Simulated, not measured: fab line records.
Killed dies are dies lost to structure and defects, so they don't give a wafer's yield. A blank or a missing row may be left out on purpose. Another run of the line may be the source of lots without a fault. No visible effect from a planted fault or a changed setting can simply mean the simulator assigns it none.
fab line records || flow sfqLine
record: {"lots": 5, "wafers": 15, "lastDay": 92}
route steps=325 shown M3@118
lots that met no fault: from a run of the same line without faults
startH: hours from the record's first day to the start of the lot's first wafer shown || waitH: time in hours since the lot's previous step || " as in the row above || L1.1+2: one row covering several wafers at once || - no value, or no start given || * or withheld: withheld || < > ~ a bound
route shown NAME@n: names a module that has steps shown in the file, with the first one's number in the route || usual: average and standard deviation across the fault-free wafers || same: alike in all rows || chamber/n: place in a boat || sites: each site's reading || _std_site: standard deviation of those values || _edge_site: outer sites' mean less inner sites' || radiusMm: for every site, how far away it sits from the centre of the wafer || mask NAME#n: copy n || behind: the most recent tool/chamber to have shaped the wafer || hold: why the lot went on hold/how many hours it stayed there/how the hold came to an end || device: whichever transistor did not switch (one of n, p or np) || end of line: tests run on the same wafers once the route is complete || a step without rows: its recipe alone || killed: dies that structure and defects cost at the first sort, which is not the same as the wafer's yield || map: the dies of a wafer, with x for killed, . for not killed, _ for no die there
set.NAME: the setting as run; set.NAME@STEP: as run at that earlier step || model.NAME: the simulator's own value behind a step, which no gauge read
a table for each step, a row for each wafer; lots at some steps of the route
services: from which hour (startH, from the record's first day; less than 0 if before it) a tool's chamber was out of use, for how many hours, and why
== steps ==
step: SFQ_TRILAYER_M3_DEP_PRE_CLEAN_074
recipe: {"gas": "Ar", "timeS": 22.5, "biasV": 250}
step: SFQ_TRILAYER_M3_DEP_SPUTTER_073
recipe: {"material": "Nb", "basePressurePa": 1.33e-06, "chamberPressurePa": 0.1333, "substrateTempC": 20, "resputterCathodeVoltageV": 400, "targetThkNm": 200, "powerW": 2000, "timeS": 133.3}
usual: {"throttleValvePct": "29.9/0.96"}
same: {"timeS": 133.3}
{"lot.wafer": "L813.1", "tool": "pvdSputter-04", "chamber": "-", "startH": 884.58, "waitH": 0.0, "throttleValvePct": 29.0}
{"lot.wafer": "L813.2", "tool": "pvdSputter-04", "chamber": "-", "startH": 884.58, "waitH": 0.0, "throttleValvePct": 28.9}
{"lot.wafer": "L813.6", "tool": "pvdSputter-04", "chamber": "-", "startH": 884.58, "waitH": 0.0, "throttleValvePct": 28.7}
{"lot.wafer": "L814.4", "tool": "pvdSputter-03", "chamber": "-", "startH": 896.68, "waitH": 0.0, "throttleValvePct": 29.4}
{"lot.wafer": "L814.5", "tool": "pvdSputter-03", "chamber": "-", "startH": 896.68, "waitH": 0.0, "throttleValvePct": 29.6}
{"lot.wafer": "L814.6", "tool": "pvdSputter-03", "chamber": "-", "startH": 896.68, "waitH": 0.0, "throttleValvePct": 32.0}
{"lot.wafer": "L833.1", "tool": "pvdSputter-05", "chamber": "-", "startH": 1106.07, "waitH": 0.0, "throttleValvePct": 30.0}
{"lot.wafer": "L833.2", "tool": "pvdSputter-05", "chamber": "-", "startH": 1106.07, "waitH": 0.0, "throttleValvePct": 30.3}
{"lot.wafer": "L833.4", "tool": "pvdSputter-05", "chamber": "-", "startH": 1106.07, "waitH": 0.0, "throttleValvePct": 30.6}
{"lot.wafer": "L834.3", "tool": "pvdSputter-04", "chamber": "-", "startH": 1107.29, "waitH": 0.0, "throttleValvePct": 29.1}
{"lot.wafer": "L834.4", "tool": "pvdSputter-04", "chamber": "-", "startH": 1107.29, "waitH": 0.0, "throttleValvePct": 28.7}
{"lot.wafer": "L834.5", "tool": "pvdSputter-04", "chamber": "-", "startH": 1107.29, "waitH": 0.0, "throttleValvePct": 29.0}
{"lot.wafer": "L835.2", "tool": "pvdSputter-03", "chamber": "-", "startH": 1108.47, "waitH": 0.0, "throttleValvePct": 29.4}
{"lot.wafer": "L835.4", "tool": "pvdSputter-03", "chamber": "-", "startH": 1108.47, "waitH": 0.0, "throttleValvePct": 31.5}
{"lot.wafer": "L835.6", "tool": "pvdSputter-03", "chamber": "-", "startH": 1108.47, "waitH": 0.0, "throttleValvePct": 29.8}
step: SFQ_M3_RS_MEAS_919
recipe: {"thkMeasGauge": "four-point-probe", "reads": "Nb_of_TRILAYER_M3_DEP_SPUTTER_073"}
usual: {"M3_NB_RS": "0.885/0.0082"}
{"lot.wafer": "L813.1", "tool": "filmMetro-02", "chamber": "-", "startH": 884.67, "waitH": 0.0, "M3_NB_RS[ohm/sq]": 0.881}
{"lot.wafer": "L813.2", "tool": "filmMetro-02", "chamber": "-", "startH": 884.67, "waitH": 0.0, "M3_NB_RS[ohm/sq]": 0.891}
{"lot.wafer": "L813.6", "tool": "filmMetro-02", "chamber": "-", "startH": 884.67, "waitH": 0.0, "M3_NB_RS[ohm/sq]": 0.888}
{"lot.wafer": "L814.4", "tool": "filmMetro-04", "chamber": "-", "startH": 896.83, "waitH": 0.1, "M3_NB_RS[ohm/sq]": 0.884}
{"lot.wafer": "L814.5", "tool": "filmMetro-04", "chamber": "-", "startH": 896.83, "waitH": 0.1, "M3_NB_RS[ohm/sq]": 0.885}
{"lot.wafer": "L814.6", "tool": "filmMetro-04", "chamber": "-", "startH": 896.83, "waitH": 0.1, "M3_NB_RS[ohm/sq]": 0.889}
{"lot.wafer": "L833.1", "tool": "filmMetro-01", "chamber": "-", "startH": 1106.16, "waitH": 0.0, "M3_NB_RS[ohm/sq]": 0.892}
{"lot.wafer": "L833.2", "tool": "filmMetro-01", "chamber": "-", "startH": 1106.16, "waitH": 0.0, "M3_NB_RS[ohm/sq]": 0.889}
{"lot.wafer": "L833.4", "tool": "filmMetro-01", "chamber": "-", "startH": 1106.16, "waitH": 0.0, "M3_NB_RS[ohm/sq]": 0.891}
{"lot.wafer": "L834.3", "tool": "filmMetro-01", "chamber": "-", "startH": 1107.42, "waitH": 0.1, "M3_NB_RS[ohm/sq]": 0.889}
{"lot.wafer": "L834.4", "tool": "filmMetro-01", "chamber": "-", "startH": 1107.42, "waitH": 0.1, "M3_NB_RS[ohm/sq]": 0.896}
{"lot.wafer": "L834.5", "tool": "filmMetro-01", "chamber": "-", "startH": 1107.42, "waitH": 0.1, "M3_NB_RS[ohm/sq]": 0.893}
{"lot.wafer": "L835.2", "tool": "filmMetro-02", "chamber": "-", "startH": 1108.58, "waitH": 0.1, "M3_NB_RS[ohm/sq]": 0.874}
{"lot.wafer": "L835.4", "tool": "filmMetro-02", "chamber": "-", "startH": 1108.58, "waitH": 0.1, "M3_NB_RS[ohm/sq]": 0.874}
{"lot.wafer": "L835.6", "tool": "filmMetro-02", "chamber": "-", "startH": 1108.58, "waitH": 0.1, "M3_NB_RS[ohm/sq]": 0.868}
step: SFQ_TRILAYER_M3_LITHO_COAT_080
recipe: {"resist": "BARC", "spinRpm": 3000, "resistThkNm": 62}
step: SFQ_TRILAYER_M3_LITHO_COAT_075
recipe: {"resist": "KrF", "spinRpm": 3000, "resistThkNm": 600}
step: SFQ_TRILAYER_M3_LITHO_SOFTBAKE_079
recipe: {"tempC": "withheld", "timeS": "withheld", "resist": "KrF"}
step: SFQ_TRILAYER_M3_LITHO_EXPOSE_076
recipe: {"maskId": "M3", "na": 0.6, "sourceShape": "conventional", "sigmaOuter": 0.65, "targetCdNm": 500, "doseMj": 14.4}
step: SFQ_TRILAYER_M3_LITHO_PEB_078
recipe: {"pebTempC": 115, "pebTimeS": 60, "resist": "KrF"}
step: SFQ_TRILAYER_M3_LITHO_DEVELOP_077
recipe: {"timeS": 60, "resist": "KrF"}
step: SFQ_M3_OVL_MEAS_921
usual: {"M3_OVL": "1/4.7"}
{"lot.wafer": "L813.1", "tool": "overlay-01", "chamber": "-", "startH": 1033.48, "waitH": 0.1, "M3_OVL[nm]": 4}
{"lot.wafer": "L813.2", "tool": "overlay-01", "chamber": "-", "startH": 1033.48, "waitH": 0.1, "M3_OVL[nm]": 2}
{"lot.wafer": "L813.6", "tool": "overlay-01", "chamber": "-", "startH": 1033.48, "waitH": 0.1, "M3_OVL[nm]": 4}
{"lot.wafer": "L814.4", "tool": "overlay-02", "chamber": "-", "startH": 1049.22, "waitH": 0.1, "M3_OVL[nm]": -5}
{"lot.wafer": "L814.5", "tool": "overlay-02", "chamber": "-", "startH": 1049.22, "waitH": 0.1, "M3_OVL[nm]": 2}
{"lot.wafer": "L814.6", "tool": "overlay-02", "chamber": "-", "startH": 1049.22, "waitH": 0.1, "M3_OVL[nm]": 5}
{"lot.wafer": "L833.1", "tool": "overlay-01", "chamber": "-", "startH": 1205.27, "waitH": 0.1, "M3_OVL[nm]": 3}
{"lot.wafer": "L833.2", "tool": "overlay-01", "chamber": "-", "startH": 1205.27, "waitH": 0.1, "M3_OVL[nm]": 7}
{"lot.wafer": "L833.4", "tool": "overlay-01", "chamber": "-", "startH": 1205.27, "waitH": 0.1, "M3_OVL[nm]": -1}
{"lot.wafer": "L834.3", "tool": "overlay-02", "chamber": "-", "startH": 1206.48, "waitH": 0.1, "M3_OVL[nm]": 5}
{"lot.wafer": "L834.4", "tool": "overlay-02", "chamber": "-", "startH": 1206.48, "waitH": 0.1, "M3_OVL[nm]": 7}
{"lot.wafer": "L834.5", "tool": "overlay-02", "chamber": "-", "startH": 1206.48, "waitH": 0.1, "M3_OVL[nm]": 6}
{"lot.wafer": "L835.2", "tool": "overlay-01", "chamber": "-", "startH": 1207.68, "waitH": 0.1, "M3_OVL[nm]": -1}
{"lot.wafer": "L835.4", "tool": "overlay-01", "chamber": "-", "startH": 1207.68, "waitH": 0.1, "M3_OVL[nm]": 0}
{"lot.wafer": "L835.6", "tool": "overlay-01", "chamber": "-", "startH": 1207.68, "waitH": 0.1, "M3_OVL[nm]": -1}
step: SFQ_TRILAYER_M3_BARC_OPEN_METAL_ETCH_100
recipe: {"maskMaterial": "PR", "chemistry": "O2", "targetDepthNm": 125, "target": "BARC", "icpW": 600, "biasW": 80, "pressureMtorr": 10, "timeS": 41.7}
usual: {"chamberPressureMTorr": "9.999/0.009", "drypumpMotorCurrentA": "5.59/0.29", "oesProductAu": "0.685/0.0046", "rfFwdPowerW": "593.7/2.4"}
same: {"timeS": 41.7}
{"lot.wafer": "L813.1", "tool": "rieMetal-01", "chamber": 0, "startH": 1033.52, "waitH": 0.0, "chamberPressureMTorr": 10.008, "drypumpMotorCurrentA": 5.81, "oesProductAu": 0.683, "rfFwdPowerW": 592.1, "rfHoursCounterH": 28}
{"lot.wafer": "L813.2", "tool": "rieMetal-01", "chamber": 1, "startH": 1033.52, "waitH": 0.0, "chamberPressureMTorr": 9.992, "drypumpMotorCurrentA": 5.70, "oesProductAu": 0.694, "rfFwdPowerW": 596.5, "rfHoursCounterH": 106}
{"lot.wafer": "L813.6", "tool": "rieMetal-01", "chamber": 1, "startH": 1033.52, "waitH": 0.0, "chamberPressureMTorr": 9.997, "drypumpMotorCurrentA": 5.70, "oesProductAu": 0.676, "rfFwdPowerW": 599.5, "rfHoursCounterH": "-"}
{"lot.wafer": "L814.4", "tool": "rieMetal-04", "chamber": 0, "startH": 1049.26, "waitH": 0.0, "chamberPressureMTorr": 9.999, "drypumpMotorCurrentA": 5.17, "oesProductAu": 0.683, "rfFwdPowerW": 591.9, "rfHoursCounterH": "-"}
{"lot.wafer": "L814.5", "tool": "rieMetal-04", "chamber": 0, "startH": 1049.26, "waitH": 0.0, "chamberPressureMTorr": 9.996, "drypumpMotorCurrentA": 5.17, "oesProductAu": 0.677, "rfFwdPowerW": 589.3, "rfHoursCounterH": "-"}
{"lot.wafer": "L814.6", "tool": "rieMetal-04", "chamber": 1, "startH": 1049.26, "waitH": 0.0, "chamberPressureMTorr": 10.011, "drypumpMotorCurrentA": 5.34, "oesProductAu": 0.681, "rfFwdPowerW": 593.5, "rfHoursCounterH": "-"}
{"lot.wafer": "L833.1", "tool": "rieMetal-04", "chamber": 0, "startH": 1205.31, "waitH": 0.0, "chamberPressureMTorr": 9.990, "drypumpMotorCurrentA": 5.19, "oesProductAu": 0.699, "rfFwdPowerW": 590.6, "rfHoursCounterH": 122}
{"lot.wafer": "L833.2", "tool": "rieMetal-04", "chamber": 1, "startH": 1205.31, "waitH": 0.0, "chamberPressureMTorr": 10.000, "drypumpMotorCurrentA": 5.33, "oesProductAu": 0.682, "rfFwdPowerW": 594.8, "rfHoursCounterH": 105}
{"lot.wafer": "L833.4", "tool": "rieMetal-04", "chamber": 0, "startH": 1205.31, "waitH": 0.0, "chamberPressureMTorr": 9.987, "drypumpMotorCurrentA": 5.18, "oesProductAu": 0.686, "rfFwdPowerW": 588.7, "rfHoursCounterH": "-"}
{"lot.wafer": "L834.3", "tool": "rieMetal-02", "chamber": 0, "startH": 1206.53, "waitH": 0.0, "chamberPressureMTorr": 9.997, "drypumpMotorCurrentA": 5.96, "oesProductAu": 0.686, "rfFwdPowerW": 595.1, "rfHoursCounterH": "-"}
{"lot.wafer": "L834.4", "tool": "rieMetal-02", "chamber": 1, "startH": 1206.53, "waitH": 0.0, "chamberPressureMTorr": 9.987, "drypumpMotorCurrentA": 5.78, "oesProductAu": 0.682, "rfFwdPowerW": 593.3, "rfHoursCounterH": "-"}
{"lot.wafer": "L834.5", "tool": "rieMetal-02", "chamber": 0, "startH": 1206.53, "waitH": 0.0, "chamberPressureMTorr": 9.992, "drypumpMotorCurrentA": 5.96, "oesProductAu": 0.680, "rfFwdPowerW": 595.8, "rfHoursCounterH": "-"}
{"lot.wafer": "L835.2", "tool": "rieMetal-01", "chamber": 1, "startH": 1207.71, "waitH": 0.0, "chamberPressureMTorr": 9.992, "drypumpMotorCurrentA": 5.71, "oesProductAu": 0.683, "rfFwdPowerW": 594.0, "rfHoursCounterH": 134}
{"lot.wafer": "L835.4", "tool": "rieMetal-01", "chamber": 1, "startH": 1207.71, "waitH": 0.0, "chamberPressureMTorr": 9.996, "drypumpMotorCurrentA": 5.69, "oesProductAu": 0.683, "rfFwdPowerW": 593.6, "rfHoursCounterH": "-"}
{"lot.wafer": "L835.6", "tool": "rieMetal-01", "chamber": 1, "startH": 1207.71, "waitH": 0.0, "chamberPressureMTorr": 10.005, "drypumpMotorCurrentA": 5.73, "oesProductAu": 0.683, "rfFwdPowerW": 597.1, "rfHoursCounterH": "-"}
step: SFQ_TRILAYER_M3_ETCH_METAL_ETCH_078
recipe: {"target": "Nb", "stopOn": "SiO2", "maskMaterial": "PR", "chemistry": "Cl2/Ar", "targetDepthNm": 240, "icpW": 600, "biasW": 80, "pressureMtorr": 10, "timeS": 120}
usual: {"chamberPressureMTorr": "10.001/0.01", "drypumpMotorCurrentA": "5.59/0.3", "oesProductAu": "0.896/0.0066", "rfFwdPowerW": "597.0/2.1"}
same: {"timeS": 120}
{"lot.wafer": "L813.1", "tool": "rieMetal-01", "chamber": 0, "startH": 1033.58, "waitH": 0.0, "chamberPressureMTorr": 9.997, "drypumpMotorCurrentA": 5.80, "oesProductAu": 0.899, "rfFwdPowerW": 593.3, "rfHoursCounterH": 28, "model.KrF_of_TRILAYER_M3_LITHO_COAT_075.thkNm": 382.9, "model.M3.featureDepthNm": 202.1, "model.SiO2_of_TRILAYER_I2_DEP_PECVD_063.thkNm": 193.1}
{"lot.wafer": "L813.2", "tool": "rieMetal-01", "chamber": 1, "startH": 1033.58, "waitH": 0.0, "chamberPressureMTorr": 10.006, "drypumpMotorCurrentA": 5.69, "oesProductAu": 0.886, "rfFwdPowerW": 599.0, "rfHoursCounterH": 106, "model.KrF_of_TRILAYER_M3_LITHO_COAT_075.thkNm": 383.3, "model.M3.featureDepthNm": 200, "model.SiO2_of_TRILAYER_I2_DEP_PECVD_063.thkNm": 193}
{"lot.wafer": "L813.6", "tool": "rieMetal-01", "chamber": 1, "startH": 1033.58, "waitH": 0.0, "chamberPressureMTorr": 10.008, "drypumpMotorCurrentA": 5.68, "oesProductAu": 0.895, "rfFwdPowerW": 600.2, "rfHoursCounterH": "-", "model.KrF_of_TRILAYER_M3_LITHO_COAT_075.thkNm": 383.9, "model.M3.featureDepthNm": 201, "model.SiO2_of_TRILAYER_I2_DEP_PECVD_063.thkNm": 193.9}
{"lot.wafer": "L814.4", "tool": "rieMetal-04", "chamber": 0, "startH": 1049.34, "waitH": 0.1, "chamberPressureMTorr": 9.996, "drypumpMotorCurrentA": 5.19, "oesProductAu": 0.899, "rfFwdPowerW": 594.4, "rfHoursCounterH": "-", "model.KrF_of_TRILAYER_M3_LITHO_COAT_075.thkNm": 381.3, "model.M3.featureDepthNm": 201.4, "model.SiO2_of_TRILAYER_I2_DEP_PECVD_063.thkNm": 192.9}
{"lot.wafer": "L814.5", "tool": "rieMetal-04", "chamber": 0, "startH": 1049.34, "waitH": 0.1, "chamberPressureMTorr": 10.016, "drypumpMotorCurrentA": 5.18, "oesProductAu": 0.895, "rfFwdPowerW": 596.5, "rfHoursCounterH": "-", "model.KrF_of_TRILAYER_M3_LITHO_COAT_075.thkNm": 380.7, "model.M3.featureDepthNm": 201.5, "model.SiO2_of_TRILAYER_I2_DEP_PECVD_063.thkNm": 193.8}
{"lot.wafer": "L814.6", "tool": "rieMetal-04", "chamber": 1, "startH": 1049.34, "waitH": 0.1, "chamberPressureMTorr": 9.996, "drypumpMotorCurrentA": 5.34, "oesProductAu": 0.890, "rfFwdPowerW": 596.5, "rfHoursCounterH": "-", "model.KrF_of_TRILAYER_M3_LITHO_COAT_075.thkNm": 380.3, "model.M3.featureDepthNm": 200.2, "model.SiO2_of_TRILAYER_I2_DEP_PECVD_063.thkNm": 192.8}
{"lot.wafer": "L833.1", "tool": "rieMetal-04", "chamber": 0, "startH": 1205.37, "waitH": 0.0, "chamberPressureMTorr": 10.010, "drypumpMotorCurrentA": 5.17, "oesProductAu": 0.891, "rfFwdPowerW": 692.0, "rfHoursCounterH": 122, "model.KrF_of_TRILAYER_M3_LITHO_COAT_075.thkNm": 364.7, "model.M3.featureDepthNm": 202.9, "model.SiO2_of_TRILAYER_I2_DEP_PECVD_063.thkNm": 190.1}
{"lot.wafer": "L833.2", "tool": "rieMetal-04", "chamber": 1, "startH": 1205.37, "waitH": 0.0, "chamberPressureMTorr": 9.999, "drypumpMotorCurrentA": 5.35, "oesProductAu": 0.887, "rfFwdPowerW": 597.8, "rfHoursCounterH": 105, "model.KrF_of_TRILAYER_M3_LITHO_COAT_075.thkNm": 383, "model.M3.featureDepthNm": 200.4, "model.SiO2_of_TRILAYER_I2_DEP_PECVD_063.thkNm": 191}
{"lot.wafer": "L833.4", "tool": "rieMetal-04", "chamber": 0, "startH": 1205.37, "waitH": 0.0, "chamberPressureMTorr": 10.007, "drypumpMotorCurrentA": 5.17, "oesProductAu": 0.898, "rfFwdPowerW": 692.6, "rfHoursCounterH": "-", "model.KrF_of_TRILAYER_M3_LITHO_COAT_075.thkNm": 362.8, "model.M3.featureDepthNm": 202.8, "model.SiO2_of_TRILAYER_I2_DEP_PECVD_063.thkNm": 189.3}
{"lot.wafer": "L834.3", "tool": "rieMetal-02", "chamber": 0, "startH": 1206.61, "waitH": 0.1, "chamberPressureMTorr": 9.999, "drypumpMotorCurrentA": 5.99, "oesProductAu": 0.896, "rfFwdPowerW": 599.2, "rfHoursCounterH": "-", "model.KrF_of_TRILAYER_M3_LITHO_COAT_075.thkNm": 379.8, "model.M3.featureDepthNm": 200.1, "model.SiO2_of_TRILAYER_I2_DEP_PECVD_063.thkNm": 192.7}
{"lot.wafer": "L834.4", "tool": "rieMetal-02", "chamber": 1, "startH": 1206.61, "waitH": 0.1, "chamberPressureMTorr": 10.006, "drypumpMotorCurrentA": 5.77, "oesProductAu": 0.894, "rfFwdPowerW": 595.4, "rfHoursCounterH": "-", "model.KrF_of_TRILAYER_M3_LITHO_COAT_075.thkNm": 381.6, "model.M3.featureDepthNm": 198.6, "model.SiO2_of_TRILAYER_I2_DEP_PECVD_063.thkNm": 194.8}
{"lot.wafer": "L834.5", "tool": "rieMetal-02", "chamber": 0, "startH": 1206.61, "waitH": 0.1, "chamberPressureMTorr": 9.994, "drypumpMotorCurrentA": 6.00, "oesProductAu": 0.895, "rfFwdPowerW": 596.7, "rfHoursCounterH": "-", "model.KrF_of_TRILAYER_M3_LITHO_COAT_075.thkNm": 381.5, "model.M3.featureDepthNm": 199.2, "model.SiO2_of_TRILAYER_I2_DEP_PECVD_063.thkNm": 193.3}
{"lot.wafer": "L835.2", "tool": "rieMetal-01", "chamber": 1, "startH": 1207.77, "waitH": 0.0, "chamberPressureMTorr": 10.011, "drypumpMotorCurrentA": 5.71, "oesProductAu": 0.906, "rfFwdPowerW": 597.6, "rfHoursCounterH": 134, "model.KrF_of_TRILAYER_M3_LITHO_COAT_075.thkNm": 383.5, "model.M3.featureDepthNm": 203.6, "model.SiO2_of_TRILAYER_I2_DEP_PECVD_063.thkNm": 193}
{"lot.wafer": "L835.4", "tool": "rieMetal-01", "chamber": 1, "startH": 1207.77, "waitH": 0.0, "chamberPressureMTorr": 10.016, "drypumpMotorCurrentA": 5.73, "oesProductAu": 0.904, "rfFwdPowerW": 597.7, "rfHoursCounterH": "-", "model.KrF_of_TRILAYER_M3_LITHO_COAT_075.thkNm": 382.5, "model.M3.featureDepthNm": 203.8, "model.SiO2_of_TRILAYER_I2_DEP_PECVD_063.thkNm": 193.2}
{"lot.wafer": "L835.6", "tool": "rieMetal-01", "chamber": 1, "startH": 1207.77, "waitH": 0.0, "chamberPressureMTorr": 9.994, "drypumpMotorCurrentA": 5.69, "oesProductAu": 0.909, "rfFwdPowerW": 597.7, "rfHoursCounterH": "-", "model.KrF_of_TRILAYER_M3_LITHO_COAT_075.thkNm": 383.7, "model.M3.featureDepthNm": 204.9, "model.SiO2_of_TRILAYER_I2_DEP_PECVD_063.thkNm": 193.5}
step: SFQ_TRILAYER_M3_STRIP_STRIP_079
recipe: {"gas": "O2", "powerW": 200, "platenTempC": 40, "overashFraction": 0.65, "chemistry": "O2", "pressureMtorr": 50}
usual: {"chamberPressureMTorr": "50.00/0.042", "drypumpMotorCurrentA": "5.59/0.29", "oesProductAu": "1.000/0.0072"}
{"lot.wafer": "L813.1", "tool": "rieMetal-01", "chamber": 0, "startH": 1033.70, "waitH": 0.1, "chamberPressureMTorr": 49.97, "drypumpMotorCurrentA": 5.81, "oesProductAu": 0.998, "rfHoursCounterH": 28}
{"lot.wafer": "L813.2", "tool": "rieMetal-01", "chamber": 1, "startH": 1033.70, "waitH": 0.1, "chamberPressureMTorr": 49.93, "drypumpMotorCurrentA": 5.69, "oesProductAu": 1.002, "rfHoursCounterH": 106}
{"lot.wafer": "L813.6", "tool": "rieMetal-01", "chamber": 1, "startH": 1033.70, "waitH": 0.1, "chamberPressureMTorr": 50.00, "drypumpMotorCurrentA": 5.68, "oesProductAu": 1.007, "rfHoursCounterH": "-"}
{"lot.wafer": "L814.4", "tool": "rieMetal-04", "chamber": 0, "startH": 1049.63, "waitH": 0.2, "chamberPressureMTorr": 50.03, "drypumpMotorCurrentA": 5.18, "oesProductAu": 0.999, "rfHoursCounterH": "-"}
{"lot.wafer": "L814.5", "tool": "rieMetal-04", "chamber": 0, "startH": 1049.63, "waitH": 0.2, "chamberPressureMTorr": 50.02, "drypumpMotorCurrentA": 5.17, "oesProductAu": 0.992, "rfHoursCounterH": "-"}
{"lot.wafer": "L814.6", "tool": "rieMetal-04", "chamber": 1, "startH": 1049.63, "waitH": 0.2, "chamberPressureMTorr": 49.98, "drypumpMotorCurrentA": 5.35, "oesProductAu": 0.991, "rfHoursCounterH": "-"}
{"lot.wafer": "L833.1", "tool": "rieMetal-04", "chamber": 0, "startH": 1205.49, "waitH": 0.1, "chamberPressureMTorr": 49.99, "drypumpMotorCurrentA": 5.18, "oesProductAu": 1.007, "rfHoursCounterH": 122}
{"lot.wafer": "L833.2", "tool": "rieMetal-04", "chamber": 1, "startH": 1205.49, "waitH": 0.1, "chamberPressureMTorr": 50.07, "drypumpMotorCurrentA": 5.35, "oesProductAu": 1.002, "rfHoursCounterH": 106}
{"lot.wafer": "L833.4", "tool": "rieMetal-04", "chamber": 0, "startH": 1205.49, "waitH": 0.1, "chamberPressureMTorr": 50.02, "drypumpMotorCurrentA": 5.17, "oesProductAu": 0.994, "rfHoursCounterH": "-"}
{"lot.wafer": "L834.3", "tool": "rieMetal-02", "chamber": 0, "startH": 1206.89, "waitH": 0.2, "chamberPressureMTorr": 49.96, "drypumpMotorCurrentA": 5.95, "oesProductAu": 1.002, "rfHoursCounterH": "-"}
{"lot.wafer": "L834.4", "tool": "rieMetal-02", "chamber": 1, "startH": 1206.89, "waitH": 0.2, "chamberPressureMTorr": 49.92, "drypumpMotorCurrentA": 5.77, "oesProductAu": 0.993, "rfHoursCounterH": "-"}
{"lot.wafer": "L834.5", "tool": "rieMetal-02", "chamber": 0, "startH": 1206.89, "waitH": 0.2, "chamberPressureMTorr": 50.01, "drypumpMotorCurrentA": 5.96, "oesProductAu": 1.004, "rfHoursCounterH": "-"}
{"lot.wafer": "L835.2", "tool": "rieMetal-01", "chamber": 1, "startH": 1207.89, "waitH": 0.1, "chamberPressureMTorr": 49.98, "drypumpMotorCurrentA": 5.73, "oesProductAu": 0.992, "rfHoursCounterH": 135}
{"lot.wafer": "L835.4", "tool": "rieMetal-01", "chamber": 1, "startH": 1207.89, "waitH": 0.1, "chamberPressureMTorr": 49.97, "drypumpMotorCurrentA": 5.72, "oesProductAu": 0.996, "rfHoursCounterH": "-"}
{"lot.wafer": "L835.6", "tool": "rieMetal-01", "chamber": 1, "startH": 1207.89, "waitH": 0.1, "chamberPressureMTorr": 49.99, "drypumpMotorCurrentA": 5.73, "oesProductAu": 0.991, "rfHoursCounterH": "-"}
== services ==
{"tool": "pvdSputter-03", "chamber": "-", "startH": 876.46, "hours": 4.9, "kind": "repair"}
{"tool": "rieMetal-01", "chamber": "-", "startH": 883.02, "hours": 14.6, "kind": "pm"}
{"tool": "rieMetal-01", "chamber": "-", "startH": 906.70, "hours": 1.4, "kind": "repair"}
{"tool": "pvdSputter-03", "chamber": "-", "startH": 920.92, "hours": 4.6, "kind": "repair"}
{"tool": "pvdSputter-04", "chamber": "-", "startH": 929.83, "hours": 7.5, "kind": "repair"}
{"tool": "pvdSputter-03", "chamber": "-", "startH": 935.51, "hours": 3.1, "kind": "repair"}
{"tool": "pvdSputter-05", "chamber": 3, "startH": 937.21, "hours": "-", "kind": "consumableReplace:kit"}
{"tool": "pvdSputter-05", "chamber": 3, "startH": 937.21, "hours": 18.0, "kind": "scheduledDown"}
{"tool": "pvdSputter-05", "chamber": 3, "startH": 937.21, "hours": 18.0, "kind": "ventCycle"}
{"tool": "rieMetal-04", "chamber": "-", "startH": 945.19, "hours": 0.2, "kind": "repair"}
{"tool": "pvdSputter-05", "chamber": "-", "startH": 1012.28, "hours": 2.5, "kind": "repair"}
{"tool": "rieMetal-02", "chamber": "-", "startH": 1031.80, "hours": 1.4, "kind": "pm"}
{"tool": "rieMetal-04", "chamber": 0, "startH": 1058.15, "hours": 8.0, "kind": "repair"}
{"tool": "pvdSputter-05", "chamber": "-", "startH": 1075.07, "hours": 5.1, "kind": "repair"}
{"tool": "rieMetal-04", "chamber": "-", "startH": 1138.42, "hours": 2.8, "kind": "pm"}
{"tool": "rieMetal-04", "chamber": "-", "startH": 1154.67, "hours": 0.7, "kind": "repair"}
{"tool": "pvdSputter-03", "chamber": "-", "startH": 1195.37, "hours": 5.1, "kind": "repair"}
== key ==
firstSign: {"step": "SFQ_TRILAYER_M3_ETCH_METAL_ETCH_078", "reading": "rfFwdPowerW", "direction": "up", "sigmas": 46, "usual": 597.0, "struck": 692.3}
effect none on later readings
modelEffect: {"step": "SFQ_TRILAYER_M3_ETCH_METAL_ETCH_078", "value": "KrF_of_TRILAYER_M3_LITHO_COAT_075.thkNm", "without": 383.3, "struck": 363.8}
metAt SFQ_TRILAYER_M3_ETCH_METAL_ETCH_078
struckWafers L833.1,L833.4
onsetBetween 1049.34 1205.37
fault: {"kind": "processParameterDrift", "tool": "rieMetal-04", "chamber": 0, "onsetH": 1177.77, "steps": "SFQ_TRILAYER_M3_ETCH_METAL_ETCH_078", "channel": "icpW", "offset": 96, "shape": "step", "endH": 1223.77, "actsIn": "theseRecipesOnly", "stated": 600}
